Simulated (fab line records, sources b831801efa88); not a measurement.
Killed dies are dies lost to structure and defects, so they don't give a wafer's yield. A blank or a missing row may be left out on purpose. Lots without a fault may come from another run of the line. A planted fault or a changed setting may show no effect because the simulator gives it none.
Which tool did it? | flow sky130 | 10 lots, 30 wafers sampled, at 4 steps of a route of 708

WHAT THE GAUGES READ, wafer by wafer
SKY_RES_PROTECT_TW_MEAS_08.
lot  | measured     | on            | POLY_GATE_TW
L358 | day 16 03:11 | film_metro-02 | 4024 4012 4026
L362 | day 17 13:15 | film_metro-04 | 3720 3734 3714
L365 | day 18 13:18 | film_metro-04 | 3733 3730 3732
L370 | day 20 08:23 | film_metro-03 | 3990 4005 4006
L372 | day 21 05:22 | film_metro-02 | 3981 3965 3967
L373 | day 21 10:11 | film_metro-04 | 4055 4087 4090
L374 | day 21 15:42 | film_metro-02 | 3987 3971 4006
L376 | day 22 08:56 | film_metro-04 | 4083 4069 4091
L377 | day 23 01:02 | film_metro-02 | 3988 3992 3973
L379 | day 24 01:10 | film_metro-02 | 4001 4011 3998

WHICH TOOL RAN EACH LOT (tool, then ch and the chambers of the sampled wafers, then the start)
lot  | SKY_VT_ADJUST_NCORE_STRIP_10         | SKY_POLY_GATE_IMPLANT_02        | SKY_RES_PROTECT_STRIP_07
L358 | plasma_asher-02 ch 0,1, day 9 10:26  | implanter-04 ch 0, day 16 02:56 | plasma_asher-04 ch 0,1, day 16 03:05
L362 | plasma_asher-01 ch 0,1, day 10 12:33 | implanter-04 ch 0, day 17 13:01 | plasma_asher-01 ch 0,1, day 17 13:08
L365 | plasma_asher-02 ch 0,1, day 11 09:47 | implanter-04 ch 0, day 18 13:04 | plasma_asher-01 ch 1, day 18 13:11
L370 | plasma_asher-02 ch 1, day 12 18:20   | implanter-01 ch 0, day 20 08:08 | plasma_asher-03 ch 1, day 20 08:17
L372 | plasma_asher-01 ch 0,1, day 13 15:14 | implanter-02 ch 0, day 21 05:08 | plasma_asher-03 ch 0,1, day 21 05:16
L373 | plasma_asher-02 ch 0, day 13 15:56   | implanter-02 ch 0, day 21 09:56 | plasma_asher-01 ch 0,1, day 21 10:05
L374 | plasma_asher-03 ch 0,1, day 13 23:50 | implanter-01 ch 0, day 21 15:29 | plasma_asher-04 ch 0,1, day 21 15:37
L376 | plasma_asher-03 ch 1, day 14 13:07   | implanter-04 ch 0, day 22 08:41 | plasma_asher-03 ch 0,1, day 22 08:50
L377 | plasma_asher-02 ch 1, day 15 05:22   | implanter-01 ch 0, day 23 00:47 | plasma_asher-04 ch 0, day 23 00:56
L379 | plasma_asher-01 ch 0,1, day 16 01:25 | implanter-02 ch 0, day 24 00:56 | plasma_asher-03 ch 0,1, day 24 01:04
- SKY_VT_ADJUST_NCORE_STRIP_10: strips in O2/N2.
- SKY_POLY_GATE_IMPLANT_02
- SKY_RES_PROTECT_STRIP_07: strips in O2/N2.

THE ANSWER, worked out from the rows above alone
Rule: what is usual is taken from the lots themselves. Put in order of their means at a reading, lots are off if they are a third of the lots or fewer, leave a main group of 4 or more, and stand apart from it by a gap of 3 or more times the standard deviation of the main group's means; of several such gaps the widest counts. A main group whose means are all the same, to the digits that the tables above print for the reading, isn't used. A lot without any number at a reading at which 4 lots or more have one is off too. The other lots that the step has rows for count as sound.
Off: L362, L365, at SKY_RES_PROTECT_TW_MEAS_08 (POLY_GATE_TW). The main group: mean 4016, standard deviation 39.
A tool fits if, at a process step before that reading, it ran every lot that is off, and no sound lot after the first of them. The gauges at SKY_RES_PROTECT_TW_MEAS_08 are tried like those tools. None of those tried fits.

WHAT THE SIMULATOR HAD PUT IN
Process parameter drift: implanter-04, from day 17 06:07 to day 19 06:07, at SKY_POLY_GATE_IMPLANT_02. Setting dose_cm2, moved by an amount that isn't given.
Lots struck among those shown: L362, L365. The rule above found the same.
